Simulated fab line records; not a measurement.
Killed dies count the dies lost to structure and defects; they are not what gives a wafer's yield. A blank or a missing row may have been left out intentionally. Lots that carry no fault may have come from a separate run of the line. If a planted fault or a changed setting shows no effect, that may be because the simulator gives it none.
Matching of chambers ; flow gf180mcu ; GF_V4_CMP_04 on cmp-01 has 4 sister chambers
The step polishes SiO2. 8 wafers are shown with their chamber, then 12 later ones without.

## WAFERS, EACH WITH ITS CHAMBER
wafer;chamber;motor current A (A);slurry filter dp kPa (kPa)
L082.5;1;11.2;13.60
L085.4;1;10.4;13.69
L089.6;3;14.2;13.53
L090.3;2;10.5;13.57
L090.6;0;10.7;13.48
L091.2;0;11.3;13.64
L091.3;3;13.7;13.51
L091.5;2;10.4;13.48

## WAFERS WITHOUT THEIR CHAMBER
wafer;motor current A (A);slurry filter dp kPa (kPa)
L092.2;10.9;13.49
L092.3;13.7;13.41
L092.6;10.9;13.60
L094.3;13.5;13.53
L094.4;10.7;13.42
L094.6;10.7;13.51
L095.2;13.7;13.51
L095.3;10.7;13.65
L095.6;11.0;13.82
L097.2;10.3;13.46
L097.4;10.7;13.33
L097.5;10.9;13.52

## CHAMBER TAKEN BY EACH
wafer;from the rows above;in truth
L092.2;can't be placed: 0 or 2 or 1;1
L092.3;3;3
L092.6;can't be placed: 0 or 1 or 2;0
L094.3;3;3
L094.4;can't be placed: 2 or 0 or 1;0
L094.6;can't be placed: 2 or 0 or 1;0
L095.2;3;3
L095.3;can't be placed: 1 or 0 or 2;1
L095.6;can't be placed: 1 or 0 or 2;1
L097.2;can't be placed: 2 or 0 or 1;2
L097.4;can't be placed: 2 or 0 or 1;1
L097.5;can't be placed: 0 or 2 or 1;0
Correctly placed: 3 of 12. From these rows, 9 cannot be placed; in 9 the true chamber is one of the candidates. 0 placed wrongly.
How it was worked out, from the rows above alone: a wafer's distance from a chamber is the root of the sum, over the readings, of the square of ((its reading less the chamber's mean) divided by the reading's scatter). If the next closest chamber is less than 2 further off than the closest, the wafer can't be placed; otherwise it belongs to the closest. Each chamber's mean is taken over the wafers shown for it. The scatter: the root of (the sum of the squares of (reading less its chamber's mean) over the shown wafers, divided by (wafers less chambers)).
